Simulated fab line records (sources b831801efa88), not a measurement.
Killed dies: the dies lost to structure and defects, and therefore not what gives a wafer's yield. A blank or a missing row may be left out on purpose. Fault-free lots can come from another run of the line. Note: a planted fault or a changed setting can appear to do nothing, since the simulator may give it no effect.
A single fault, viewed from 2 desks	flow sky130	each desk has only its own numbers; what lay behind them comes last

METROLOGY DESK
Means of the sampled wafers that have a number, per lot and without regard to the tool the lot ran on: this is what the gauges read. Marked OUT: a lot whose mean sits more than 4 standard deviations from the usual mean, which makes it out of limits; the brackets give that distance.
Columns: A = GATE_OXIDE_OXIDATION_00_THK at SKY_GATE_OXIDE_THK_MEAS_02, usual 10.30 nm; B = POLY_GATE_OXIDATION_THK at SKY_POLY_GATE_THK_MEAS_21, usual 3.98 nm
lot	first seen here	A	B
L969	day 12 16:06	10.18	4.10
L972	day 13 13:20	10.24	3.96
L974	day 14 03:27	10.42	4.01
L975	day 14 17:15	10.52	4.09
L976	day 15 00:35	10.44	3.93
L980	day 16 23:48	10.64	4.09
L981	day 17 13:43	10.32	3.86
L982	day 17 21:35	9.91	3.83
L987	day 18 15:45	10.52	4.07
L986	day 18 20:00	10.20	4.15
L991	day 20 11:12	10.27	4.11
L992	day 20 11:12	10.27	3.96
Finding of this desk: none of the 12 lots has anything out of limits.

DESK OF THE TOOL OWNER: lithoTrack-02
The tool's own readings at SKY_NWELL_COAT_18 (resist thk 3000 nm): means of the sampled wafers that have a number, for each lot that ran on this tool. Marked OUT: a lot whose mean sits more than 4 standard deviations from the usual mean, which makes it out of limits; the brackets give that distance.
Columns: A = exhaustPa at SKY_NWELL_COAT_18, usual 45.0 Pa
lot	first seen here	A
L969	day 4 22:13	44.9
L974	day 6 01:16	44.8
L980	day 8 00:18	45.1
L981	day 8 13:22	45.1
L982	day 8 17:13	45.4
L986	day 9 07:43	44.8
Finding of this desk: none of the 6 lots has anything out of limits.

PUT TOGETHER
From the metrology desk's view, nothing was out of limits.
The tool owner's desk saw nothing out of limits.

WHAT THE SIMULATOR PUT IN
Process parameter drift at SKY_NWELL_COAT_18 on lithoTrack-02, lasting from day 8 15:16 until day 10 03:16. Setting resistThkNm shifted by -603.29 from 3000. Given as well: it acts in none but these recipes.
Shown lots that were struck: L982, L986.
